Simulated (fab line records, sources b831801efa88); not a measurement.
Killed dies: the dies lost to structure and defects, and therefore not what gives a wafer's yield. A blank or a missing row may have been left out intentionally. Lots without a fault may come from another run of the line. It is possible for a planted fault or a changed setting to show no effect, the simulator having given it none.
Problem report in the 8D (eight disciplines) form, filled by code -- flow sky130 -- the parts of the form that need people (team, actions taken, sign-off) are left out

## 1. PROBLEM STATEMENT
At SKY_NWELL_IMPLANT_24, beamEnergyKeV averages 129.05 over 9 wafers from 3 lots, while fault-free wafers read 140.02, standard deviation 0.042. So: -99 or more standard deviations from the usual mean.
First observed at day 9 18:19: wafer L332.1, on implanter-01. Wafers with a number at this step in the record: 39, from 13 lots. By rule, "out" or "out of limits" means more than 4 standard deviations away from the usual mean. All remaining wafers that have a number are taken as sound.

## 2. WHAT IT IS, AND WHAT IT ISN'T
question,is,is not
which readings at this step,beamEnergyKeV,doseIonsCm2
which lots,"L332, L333, L335","L317, L318, L320, L323, L324, L325, L326, L331, L334, L338"
which wafers of those lots,all that have a number,-
read on which tools,implanter-01,"implanter-03, implanter-04"
when,from day 9 18:19,"up to then (24 sound wafers); but 6 sound wafers of L334, L338 came after"

## 3. WHAT RULES OUT EACH SUSPECT
Counting: any tool at a process step up to the reading is kept as a suspect provided that every lot that is out went through it and no sound lot did after the first of them.
- plasmaAsher-04 at SKY_DNWELL_STRIP_08 (strips in O2/N2): ruled out as a lasting fault. Sound lots L334, L338 ran on it after its first lot that is out, L332 (day 7 03:46).
- implanter-01 at SKY_NWELL_IMPLANT_24: kept. All lots that are out passed through it, beginning with L332 at day 9 18:19, and no sound lot followed; its final sound lot before that point was L331 at day 9 09:11. Its own beamEnergyKeV readings are out on those wafers.
The count leaves implanter-01 at SKY_NWELL_IMPLANT_24.

## 4. THE CAUSE (what the simulator had put in)
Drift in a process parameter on implanter-01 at SKY_NWELL_IMPLANT_24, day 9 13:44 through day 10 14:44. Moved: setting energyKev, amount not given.
Counting left only this tool.

## 5. THE EFFECT CHAIN, in route order
One row per reading whose mean, taken over the struck wafers that have a number, lies over 3 standard deviations from the usual. Scope: only readings with a usual standard deviation given in the record; hours: median across lots of the time from each lot's start at the first step in this table that gives one to its start at this step; sigmas: change in usual standard deviations.
hours,step,reading,usual,on struck wafers,change,sigmas
0,SKY_NWELL_IMPLANT_24,beamEnergyKeV,140.02,129.05,-10.97,-99 or more
The process steps in it:
- SKY_NWELL_IMPLANT_24
Later steps that measure or inspect, where all struck wafers having a row at the step show a number for every such reading and not one has moved that far: SKY_SONOS_TUNNEL_TW_MEAS_12, SKY_GATE_OXIDE_TW_MEAS_14.

## 6. WHAT WOULD HAVE CAUGHT IT SOONER
In this record no reading fell out of limits until day 9 18:19, 5 hours after the fault had begun at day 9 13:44.
